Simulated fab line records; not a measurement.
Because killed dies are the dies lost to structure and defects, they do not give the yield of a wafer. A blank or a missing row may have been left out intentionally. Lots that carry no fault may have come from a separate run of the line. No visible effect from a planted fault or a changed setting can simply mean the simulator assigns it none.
8D (eight disciplines) problem report, filled in by code    flow sky130    the parts of the form that need people (team, actions taken, sign-off) are left out

## 1. PROBLEM STATEMENT
Wafers without a fault read 10600 W, standard deviation 1.8; cathode_dc_power_W at SKY_METAL3_SPUTTER_02 reads a mean of 11411 W on 5 wafers belonging to 2 lots. So: +99 or more standard deviations from the usual mean.
The step: material AlCu, target thk 735 nm, time 39.1 s.
The first sign was on wafer L287.4 at day 40 10:36, on pvd_sputter-01. Wafers with a number at this step in the record: 32, from 11 lots. The rule behind "out" and "out of limits": a value lying over 4 standard deviations away from the usual mean. Any other wafer with a number is counted as sound.

## 2. WHAT IT IS; WHAT IT IS NOT
question                     is                      is not
which readings at this step  cathode_dc_power_W      throttle_valve_pct
which lots                   L287, L288              L276, L277, L280, L281, L282, L283, L284, L286, L297
which wafers of those lots   all that have a number  -
read on which tools          pvd_sputter-01          pvd_sputter-03
when                         from day 40 10:36       up to then (24 sound wafers); but 3 sound wafers of L297 came after

## 3. WHAT RULES OUT EACH SUSPECT
Counting: a tool at any process step up to the reading remains a suspect when it ran all the lots that are out and ran no sound lot after the first of those.
- pvd_sputter-01 at SKY_METAL3_SPUTTER_02 (material AlCu, target thk 735 nm, time 39.1 s): kept. It ran every lot that is out, first L287 (day 40 10:36), and no sound lot after that; its last sound lot up to then is L286 (day 40 04:22). Out on those wafers are its own readings of cathode_dc_power_W.
The count leaves pvd_sputter-01 at SKY_METAL3_SPUTTER_02.

## 4. THE CAUSE (what the simulator had put in)
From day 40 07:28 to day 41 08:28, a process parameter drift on pvd_sputter-01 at SKY_METAL3_SPUTTER_02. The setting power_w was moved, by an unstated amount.
After counting, this tool was the only one left.

## 5. SEQUENCE OF EFFECTS, ordered by route
Each row: a reading whose mean over the struck wafers that have a number lies more than 3 standard deviations from the usual. Only readings for which the record gives a usual standard deviation are gone through. hours: the time from each lot's start at the first step in this table that gives one to its start at this step, as a median over the lots. sigmas: the change in usual standard deviations.
hours  step                      reading             usual       on struck wafers  change  sigmas
0      SKY_METAL3_SPUTTER_02     cathode_dc_power_W  10600 W     11411             +811    +99 or more
49     SKY_METAL3_METAL_ETCH_18  oes_product_au      0.867 a.u.  0.901             +0.034  +5.1
Process steps it contains:
- SKY_METAL3_SPUTTER_02: material AlCu, target thk 735 nm, time 39.1 s.
- SKY_METAL3_METAL_ETCH_18: etches the open film in Cl2/BCl3, stops on SiO2, target depth 845 nm, time 183.1 s.
Later steps that measure or inspect, where all struck wafers having a row at the step show a number for every such reading and not one has moved that far: SKY_CAPM_OVL_MEAS_12.

## 6. HOW IT WOULD HAVE BEEN CAUGHT EARLIER
3 hours passed between the start of the fault at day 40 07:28 and the first reading out of limits in this record, taken at day 40 10:36.
